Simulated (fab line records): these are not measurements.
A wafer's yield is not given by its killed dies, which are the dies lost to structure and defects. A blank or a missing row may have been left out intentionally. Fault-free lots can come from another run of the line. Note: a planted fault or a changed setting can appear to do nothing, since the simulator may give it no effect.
Comparing a struck lot with a sound one | flow sky130 | 34 out of 708 route steps
Sound: these wafers, L574.1, L574.3, L574.5. Wafers L589.3, L589.4, L589.5 were the ones struck. Last of all comes the cause.
Each step with rows lists, per side, the tool, then ch with its chambers, then its first start. Under that, the readings that differ: sound wafers | struck wafers | difference of the means | sigmas: that difference in standard deviations of wafers without a fault.
alike: readings with means less than 2 such deviations apart, plus words and numbers identical on both sides. not compared: withheld readings, readings lacking a value on some wafer, bounds such as >300 that could conceal the same value, and numbers that have no deviation in the record and whose values overlap.
Wherever a step has rows on one side only, a row that says differs or no value, or a row with sigmas, the two part there. Numbers that don't overlap but have no deviation are shown without sigmas and don't part them. Lack of a reading on every wafer of one side parts them only where that side has two or more wafers.

first, 9 steps without rows for these wafers: SKY_VIA2_DEHYDRATE_04 (time 60 s); SKY_VIA2_HMDS_05 (prime time 60 s); SKY_VIA2_COAT_06 (resist thk 60 nm); SKY_VIA2_COAT_07 (resist thk 450 nm); SKY_VIA2_SOFTBAKE_08 (time 90 s); SKY_VIA2_EXPOSE_09 (exposes mask VIM2, target cd 200 nm); SKY_VIA2_PEB_10; SKY_VIA2_DEVELOP_11 (develop time 60 s); SKY_VIA2_ETCH_14 (etches BARC in N2/H2, stops on SiO2, time 45.9 s, target depth 60 nm).
SKY_VIA2_ETCH_15: etches SiO2 in C4F8/O2/Ar, stops on TiN, target depth 546 nm, time 84 s.
  sound on rie diel-04 ch 1,2, day 37 01:11; struck on rie diel-04 ch 1,2,3, day 41 11:25
  alike: oes product au
  not compared: rf hours counter h
then, 23 steps without rows for these wafers: SKY_VIA2_STRIP_16 (strips in O2/N2); SKY_VIA2_STRIP_17 (strips in post etch residue remover, time 1200 s); SKY_VIA2_CLEAN_18 (cleans in IPA, time 180 s); SKY_VIA2_CLEAN_19 (cleans in O3/DIW); SKY_VIA2_SPUTTER_20 (material TiN, target thk 20 nm, time 80 s); SKY_VIA2_CVD_21 (deposits W, target thk 420 nm, time 126.4 s); SKY_VIA2_CMP_24 (polishes, stops on SiO2, t overpolish 20 s, target thk 0 nm); SKY_METAL3_SPUTTER_00 (material Ti, target thk 15 nm, time 10 s); SKY_METAL3_SPUTTER_01 (material TiN, target thk 20 nm, time 16.7 s); SKY_METAL3_SPUTTER_02 (material AlCu, target thk 735 nm, time 39.1 s); SKY_METAL3_SPUTTER_03 (material Ti, target thk 5 nm, time 3.3 s); SKY_METAL3_SPUTTER_04 (material TiN, target thk 70 nm, time 58.3 s); SKY_CAPM_CVD_00 (deposits SiO2, target thk 15.5 nm); SKY_CAPM_SPUTTER_02 (material TiN, target thk 200 nm, time 166.7 s); SKY_CAPM_DEHYDRATE_05 (time 60 s); SKY_CAPM_HMDS_06 (prime time 60 s); SKY_CAPM_COAT_07 (resist thk 1140 nm); SKY_CAPM_SOFTBAKE_08 (time 60 s); SKY_CAPM_EXPOSE_09 (exposes mask CAPM, target cd 1000 nm); SKY_CAPM_PEB_10; SKY_CAPM_DEVELOP_11 (develop time 60 s); SKY_CAPM_METAL_ETCH_13 (etches TiN in Cl2/BCl3, stops on SiO2, target depth 220 nm, time 62.9 s); SKY_CAPM_STRIP_14 (strips in O2/N2).
-- the record jumps here: 8 days lie between the struck wafers' starts before and after (it left off in module CAPM and takes up again in module PAD_OPEN, whose first step shown is number 708 of the route) --
SKY_PAD_OPEN_PROBE_99:
  sound on prober-01 at day 46 10:41; struck on prober-01 at day 49 22:11
  reading                               | sound             | struck            | difference | sigmas
  defect limited yield (%)              | 82.7 83.1 85.8    | 70.3 80.5 72.0    | -9.6       | -5
  killed_at_M0_to_M3                    | 48 44 41          | 105 61 85         | +39        | +5
  killed dies                           | 85 83 70          | 146 96 138        | +47        | +5
  sort_bin_3_pad_short (%)              | 1.4 0 0.2         | 5.9 3.0 2.8       | +3.4       | +8
  sort_bin_5_function (%)               | 11.6 11.2 10.0    | 16.3 12.0 18.1    | +4.5       | +3
  sort n pass                           | 407 409 422       | 346 396 354       | -47        | -5
  sort yield pct (%)                    | 82.7 83.1 85.8    | 70.3 80.5 72.0    | -9.6       | -5
  model.etest.tester.sort n pass        | 407 409 422       | 346 396 354       | -47        |
  model.etest.tester.sort yield pct (%) | 82.72 83.13 85.77 | 70.33 80.49 71.95 | -9.62      |
  model.etest.tester.sort_bin_5_pct (%) | 11.59 11.18 9.959 | 16.26 11.99 18.09 | +4.54      |
  model.etest.tester.sort_bin_3_pct (%) | 1.423 0 0.2033    | 5.894 3.049 2.846 | +3.388     |
  alike: killed_at_M4_up, killed at contacts, killed at front end, killed at other, killed open, killed short, sort_bin_6_memory

## WHERE THEY PART
Only at SKY_PAD_OPEN_PROBE_99, within this record.

WHY: what the simulator had put in
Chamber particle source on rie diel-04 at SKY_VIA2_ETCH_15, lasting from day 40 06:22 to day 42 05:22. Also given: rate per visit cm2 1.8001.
